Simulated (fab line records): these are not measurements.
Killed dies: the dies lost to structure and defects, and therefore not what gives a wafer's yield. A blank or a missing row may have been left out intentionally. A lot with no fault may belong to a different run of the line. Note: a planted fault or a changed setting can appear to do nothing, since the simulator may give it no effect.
fab line records	flow gf180mcu
record: lots: 14	wafers: 42	last_day: 34
route steps=602 shown V2@384 M3@411
lots that met no fault: taken from a fault-free run of the same line
start_h: hours from the record's first day to the start of the lot's first wafer shown	wait_h: how many hours have passed since the lot's step before this one	" the same as in the row above	L1.1+2: several wafers, shown together as one row	- either no value or no given start	* or withheld: withheld	< > ~ a bound
route shown NAME@n: a module of which the file shows steps, and the number in the route of the first	usual: average and standard deviation across the fault-free wafers	same: alike in all rows	chamber/n: place in a boat	sites: the reading at each site	_std_site: the standard deviation of these	_edge_site: inner sites' mean taken away from outer sites' mean	radius_mm: for every site, how far away it sits from the centre of the wafer	mask NAME#n: copy n	behind: the last tool/chamber to shape the wafer	hold: cause of the lot's hold/its duration in hours/its outcome	device: names the non-switching transistor (n, p or np)	end of line: tests of these same wafers at the route's end	where a step has no rows: the recipe by itself	killed: at the first sort, the dies lost to defects and structure; wafer yield is something else	map: a wafer's dies, x killed, . not, _ none there
set.NAME: the setting that was run; set.NAME@STEP: the one run at that earlier step	model.NAME: the simulator's own value behind a step, which no gauge read
route steps across a sampled set of lots; one table per step, one row per wafer
services: from which hour (start_h, from the record's first day; less than 0 if before it) a tool's chamber was out of use, for how many hours, and why
== steps ==
step: GF_V2_CVD_02
recipe: material: SiO2	target_thk_nm: 850	precursor: TEOS	temp_c: 400	time_s: 94.851	rf_w: 600
usual: heater_power_w: 659/99	susceptor_temp_C: 400.02/0.22
lot.wafer	tool	chamber	start_h	wait_h	heater_power_w	susceptor_temp_C
L603.3	pecvd-03	0	440.29	0.0	806	399.99
L603.5	"	0	"	"	669	400.08
L603.6	"	2	"	"	551	400.08
L605.2	pecvd-01	2	458.33	0.0	795	399.97
L605.4	"	2	"	"	846	399.84
L605.5	"	1	"	"	473	399.94
L606.3	pecvd-01	2	471.58	0.0	739	399.58
L606.5	"	0	"	"	576	400.27
L606.6	"	1	"	"	605	400.33
L607.2	pecvd-01	2	485.67	0.0	779	400.34
L607.3	"	1	"	"	545	400.01
L607.4	"	1	"	"	590	399.94
L608.1	pecvd-03	0	486.70	0.1	801	400.36
L608.4	"	0	"	"	832	400.27
L608.5	"	2	"	"	536	400.27
L609.1	pecvd-04	0	507.61	0.1	679	399.99
L609.4	"	2	"	"	815	399.86
L609.5	"	0	"	"	540	400.16
L613.1	pecvd-03	1	528.22	0.1	748	400.31
L613.2	"	0	"	"	722	400.06
L613.3	"	2	"	"	660	400.07
L612.1	pecvd-01	2	531.95	0.1	781	400.32
L612.2	"	0	"	"	617	399.95
L612.6	"	0	"	"	501	399.69
L614.1	pecvd-04	1	547.57	0.1	673	400.14
L614.3	"	2	"	"	830	399.85
L614.4	"	0	"	"	533	400.04
L615.4	pecvd-01	2	550.77	0.1	804	399.76
L615.5	"	1	"	"	544	400.37
L615.6	"	0	"	"	498	399.35
L616.1	pecvd-01	2	560.11	0.1	760	400.09
L616.5	"	1	"	"	587	399.96
L616.6	"	0	"	"	582	399.78
L617.1	pecvd-04	1	563.61	0.1	613	399.58
L617.2	"	2	"	"	663	399.75
L617.3	"	0	"	"	582	399.86
L625.1	pecvd-04	1	633.85	0.1	625	399.89
L625.2	"	2	"	"	774	400.04
L625.5	"	2	"	"	824	400.18
L626.1	pecvd-03	2	635.36	0.1	663	399.83
L626.2	"	1	"	"	619	400.39
L626.4	"	2	"	"	693	400.06
step: GF_M3_SPUTTER_02
recipe: material: AlCu	target_thk_nm: 450	power_w: 10600	time_s: 23.9	chamber_pressure_pa: 0.4
usual: cathode_dc_power_W: 10600/1.8	chamber_pressure_pa: 0.3999/0.00076	throttle_valve_pct: 30.2/1.1
lot.wafer	tool	chamber	start_h	wait_h	cathode_dc_power_W	chamber_pressure_pa	throttle_valve_pct
L603.3	pvd_sputter-03	-	466.39	0.0	10599	0.4000	30.3
L603.5	"	-	"	"	10600	0.4007	29.7
L603.6	"	-	"	"	10597	0.3996	30.4
L605.2	pvd_sputter-03	-	484.76	0.0	10598	0.4004	30.9
L605.4	"	-	"	"	10601	0.4011	29.6
L605.5	"	-	"	"	10601	0.3994	30.7
L606.3	pvd_sputter-03	-	498.31	0.0	10601	0.3994	30.2
L606.5	"	-	"	"	10600	0.4002	30.5
L606.6	"	-	"	"	10604	0.3979	30.1
L607.2	pvd_sputter-04	-	510.98	0.0	10600	0.4013	32.1
L607.3	"	-	"	"	10597	0.3996	29.8
L607.4	"	-	"	"	10602	0.4007	27.7
L608.1	pvd_sputter-01	-	512.96	0.0	10597	0.4008	30.4
L608.4	"	-	"	"	10599	0.4001	30.4
L608.5	"	-	"	"	10600	0.3991	29.9
L609.1	pvd_sputter-03	-	533.02	0.0	10599	0.3996	29.6
L609.4	"	-	"	"	10603	0.3997	30.1
L609.5	"	-	"	"	10596	0.3994	30.9
L613.1	pvd_sputter-03	-	552.36	0.0	10599	0.3992	30.2
L613.2	"	-	"	"	10598	0.3988	29.6
L613.3	"	-	"	"	10602	0.3997	30.7
L612.1	pvd_sputter-03	-	556.82	0.0	10598	0.4008	30.0
L612.2	"	-	"	"	10597	0.3992	30.1
L612.6	"	-	"	"	10601	0.3995	30.1
L614.1	pvd_sputter-03	-	572.33	0.0	10599	0.3996	30.3
L614.3	"	-	"	"	10604	0.4004	29.8
L614.4	"	-	"	"	10602	0.3994	30.8
L615.4	pvd_sputter-01	-	575.13	0.0	10600	0.4000	30.4
L615.5	"	-	"	"	10600	0.4006	30.6
L615.6	"	-	"	"	10601	0.4008	30.5
L616.1	pvd_sputter-01	-	584.52	0.0	10601	0.3992	30.5
L616.5	"	-	"	"	10600	0.3981	30.5
L616.6	"	-	"	"	10599	0.4014	30.3
L617.1	pvd_sputter-01	-	588.87	0.0	10599	0.3995	30.8
L617.2	"	-	"	"	10603	0.3996	30.3
L617.3	"	-	"	"	10598	0.4008	30.1
L625.1	pvd_sputter-03	-	656.47	0.0	10600	0.4001	29.7
L625.2	"	-	"	"	10600	0.3998	29.7
L625.5	"	-	"	"	10604	0.3996	30.0
L626.1	pvd_sputter-04	-	657.16	0.0	10600	0.3991	27.5
L626.2	"	-	"	"	10601	0.3994	32.1
L626.4	"	-	"	"	10600	0.3985	29.6
step: GF_M3_SPUTTER_03
recipe: material: Ti	target_thk_nm: 10	substrate_temp_c: 300	chamber_pressure_pa: 0.3	power_w: 3000	time_s: 6.7
usual: cathode_dc_power_W: 2999.9/0.57	chamber_pressure_pa: 0.3001/0.00051	throttle_valve_pct: 30.2/1.1
lot.wafer	tool	chamber	start_h	wait_h	cathode_dc_power_W	chamber_pressure_pa	throttle_valve_pct
L603.3	pvd_sputter-03	-	466.42	0.0	2999.5	0.3010	30.2
L603.5	"	-	"	"	3000.5	0.3002	29.6
L603.6	"	-	"	"	3000.1	0.2998	30.0
L605.2	pvd_sputter-03	-	484.79	0.0	3000.8	0.2997	30.9
L605.4	"	-	"	"	3000.1	0.3007	29.5
L605.5	"	-	"	"	2999.6	0.3003	30.8
L606.3	pvd_sputter-03	-	498.34	0.0	2999.6	0.2998	30.0
L606.5	"	-	"	"	3000.9	0.2996	30.8
L606.6	"	-	"	"	3000.6	0.3000	30.1
L607.2	pvd_sputter-04	-	511.01	0.0	3000.0	0.3014	32.0
L607.3	"	-	"	"	2999.7	0.2992	29.7
L607.4	"	-	"	"	2999.8	0.3002	27.7
L608.1	pvd_sputter-01	-	512.99	0.0	3000.8	0.3002	30.4
L608.4	"	-	"	"	3000.1	0.2995	30.1
L608.5	"	-	"	"	3000.1	0.3000	30.4
L609.1	pvd_sputter-03	-	533.05	0.0	2998.8	0.2999	29.4
L609.4	"	-	"	"	2999.1	0.2994	30.1
L609.5	"	-	"	"	3000.7	0.2998	30.8
L613.1	pvd_sputter-03	-	552.39	0.0	2999.5	0.3002	30.1
L613.2	"	-	"	"	3000.1	0.3000	29.4
L613.3	"	-	"	"	3000.0	0.2996	31.0
L612.1	pvd_sputter-03	-	556.85	0.0	3000.7	0.2995	29.4
L612.2	"	-	"	"	2999.1	0.3003	30.2
L612.6	"	-	"	"	2999.4	0.2999	30.3
L614.1	pvd_sputter-03	-	572.36	0.0	-	-	-
L614.3	"	-	"	"	-	-	-
L614.4	"	-	"	"	-	-	-
L615.4	pvd_sputter-01	-	575.16	0.0	-	-	-
L615.5	"	-	"	"	-	-	-
L615.6	"	-	"	"	-	-	-
L616.1	pvd_sputter-01	-	584.55	0.0	3000.2	0.2998	30.5
L616.5	"	-	"	"	2999.4	0.3001	30.5
L616.6	"	-	"	"	3000.5	0.3005	30.3
L617.1	pvd_sputter-01	-	588.90	0.0	3001.3	0.3001	30.7
L617.2	"	-	"	"	2998.6	0.3003	30.2
L617.3	"	-	"	"	3001.0	0.3002	30.4
L625.1	pvd_sputter-03	-	656.50	0.0	2999.6	0.2997	29.7
L625.2	"	-	"	"	3000.0	0.2997	29.6
L625.5	"	-	"	"	2999.2	0.2990	30.2
L626.1	pvd_sputter-04	-	657.19	0.0	3000.3	0.2997	27.6
L626.2	"	-	"	"	3000.3	0.3003	32.4
L626.4	"	-	"	"	3000.7	0.2996	29.4
== services ==
tool	chamber	start_h	hours	kind
pvd_sputter-01	-	422.04	1.3	repair
pvd_sputter-04	-	423.87	2.7	repair
pecvd-03	-	428.45	1.1	repair
pecvd-04	-	444.93	2.8	pm
pecvd-03	2	446.50	2.3	repair
pvd_sputter-03	-	455.78	3.9	repair
pecvd-04	0	458.32	5.2	repair
pecvd-01	-	494.22	5.5	pm
pvd_sputter-03	-	494.54	2.9	repair
pecvd-04	-	505.04	0.7	repair
pecvd-01	-	518.06	2.8	pm
pecvd-03	-	518.53	1.2	repair
pvd_sputter-03	-	534.30	2.5	repair
pvd_sputter-01	-	547.60	4.8	repair
pecvd-03	1	561.80	10.0	repair
pecvd-03	-	591.12	14.0	pm
pecvd-03	0	591.12	14.0	vent_cycle
pecvd-03	1	591.12	14.0	vent_cycle
pecvd-03	2	591.12	14.0	vent_cycle
pecvd-03	-	593.03	0.5	repair
pecvd-03	0	605.12	-	clean
pecvd-03	0	613.09	153.3	repair
pecvd-04	2	638.46	3.5	repair
pvd_sputter-04	-	655.33	0.7	repair
== key ==
first_sign: step: GF_M3_SPUTTER_03	reading: tool_record	direction: missing
effect none on later readings
met_at GF_M3_SPUTTER_03
struck_lots L614,L615
later_rows_left_out L614.1,L614.3,L614.4,L615.4,L615.5,L615.6
sort_left_out L614.1,L614.3,L614.4,L615.4,L615.5,L615.6
not_acting_at GF_V2_CVD_02,GF_M3_SPUTTER_02
onset_between 556.85 572.36
fault: kind: skipped_step_whole	tool: pvd_sputter-01,pvd_sputter-03	chamber: -	onset_h: 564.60	steps: GF_M3_SPUTTER_03	scope: struck_lots_only
sort_left_out: the simulated sort isn't trusted on such a fault, so these wafers' sort isn't shown, and their yield isn't known
later_rows_left_out: the simulator's readings of these wafers behind a module that went badly wrong aren't trusted and aren't shown, but for the sort
